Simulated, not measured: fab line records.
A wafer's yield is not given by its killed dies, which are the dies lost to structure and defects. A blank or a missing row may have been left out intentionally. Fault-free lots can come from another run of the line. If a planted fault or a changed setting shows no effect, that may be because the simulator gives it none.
A lot that was struck, set against a sound lot / flow sky130 / 21 out of 708 route steps
Sound: wafers L571.2, L571.3, L571.6. Wafers struck: L565.3, L565.4, L565.6. Last of all comes the cause.
Each step with rows lists, per side, the tool, then ch with its chambers, then its first start. Under that, the readings that differ: sound wafers / struck wafers / difference of the means / sigmas: that difference in standard deviations of wafers without a fault.
alike: words and numbers the same on both sides, and readings whose means are apart by under 2 such deviations; not compared: readings that were withheld, readings missing a value for some wafer, numbers with overlapping values and no deviation given by the record, and bounds like >300 which may hide the same value.
A row with sigmas, a row that says differs or no value, or rows on one side alone: a step with any of these is where the two part. Non-overlapping numbers with no deviation appear without sigmas and do not part them. A reading that every wafer of one side lacks parts them only if that side has two wafers or more.

SKY_POLY_GATE_CD_MEAS_22:
  struck on cd-sem-01, day 20 23:21; sound on cd-sem-01, day 23 08:04
  alike: cd-nm
then, 7 steps without rows for these wafers: SKY_LDD_N_DEHYDRATE_00 (time 60 s); SKY_LDD_N_HMDS_01 (prime time 60 s); SKY_LDD_N_COAT_02 (resist thk 300 nm); SKY_LDD_N_SOFTBAKE_03 (time 60 s); SKY_LDD_N_EXPOSE_04 (exposes mask NTM, target cd 840 nm); SKY_LDD_N_PEB_05; SKY_LDD_N_DEVELOP_06 (develop time 60 s).
SKY_LDD_N_OVL_MEAS_07:
  struck on overlay-01, day 22 06:32; sound on overlay-01, day 24 13:40
  alike: LDD_N_OVL
then, 3 steps without rows for these wafers: SKY_LDD_N_IMPLANT_08; SKY_LDD_N_IMPLANT_09; SKY_LDD_N_IMPLANT_10.
SKY_LDD_N_IMPLANT_11:
  sound on implanter-04 ch 0, day 24 14:11; struck on implanter-01 ch 0, day 22 07:23
  alike: faraday-current-uA
then, 4 steps without rows for these wafers: SKY_LDD_N_IMPLANT_12; SKY_LDD_N_IMPLANT_13; SKY_LDD_N_IMPLANT_14; SKY_LDD_N_IMPLANT_15.
SKY_LDD_N_STRIP_16: strips in O2/N2.
  sound on plasma-asher-04 ch 0,1, day 24 14:54; struck on plasma-asher-02 ch 0,1, day 22 08:07
reading=strip-time-to-endpoint-s (s); sound=4.322 4.325 4.316; struck=4.515 4.530 4.556; difference=+0.213; sigmas=+13
  alike: drypump-motor-current-A, o2-flow-sccm, oes-product-au
  not compared: rf-hours-counter-h
SKY_LDD_N_TW_MEAS_17:
  struck on film-metro-04, day 22 08:12; sound on film-metro-04, day 24 15:01
reading=LDD_N_TW; sound=2606 2596 2606; struck=2697 2692 2717; difference=+99; sigmas=+6
then, 1 step without rows for these wafers: SKY_LDD_P_DEHYDRATE_00 (time 60 s).
-- the record jumps here: 26 days lie between the struck wafers' starts before and after (it left off in module LDD_P and takes up again in module PAD_OPEN, whose first step shown is number 708 of the route) --
SKY_PAD_OPEN_PROBE_99:
  struck on prober-02, day 48 19:19; sound on prober-01, day 50 05:32
reading=model.etest.tip-n.rs-ohm-sq; sound=440.2 438.9 445.5; struck=386.1 385.2 384.4; difference=-56.3; sigmas=
  alike: killed_at_M0_to_M3, killed_at_M4_up, killed-at-contacts, killed-at-front-end, killed-at-other, killed-dies, killed-open, killed-short
  not compared: model.etest.nfet_01v8_lvt.vt-sat-v, model.etest.nfet_01v8_turned.vt-sat-v, model.etest.nfet_01v8.vt-sat-v

## WHERE THEY PART
Last at SKY_LDD_N_TW_MEAS_17 as far as this record goes, first at SKY_LDD_N_STRIP_16. Later steps at which nothing parts them and some readings are alike: SKY_PAD_OPEN_PROBE_99.

WHY: what the simulator had put in
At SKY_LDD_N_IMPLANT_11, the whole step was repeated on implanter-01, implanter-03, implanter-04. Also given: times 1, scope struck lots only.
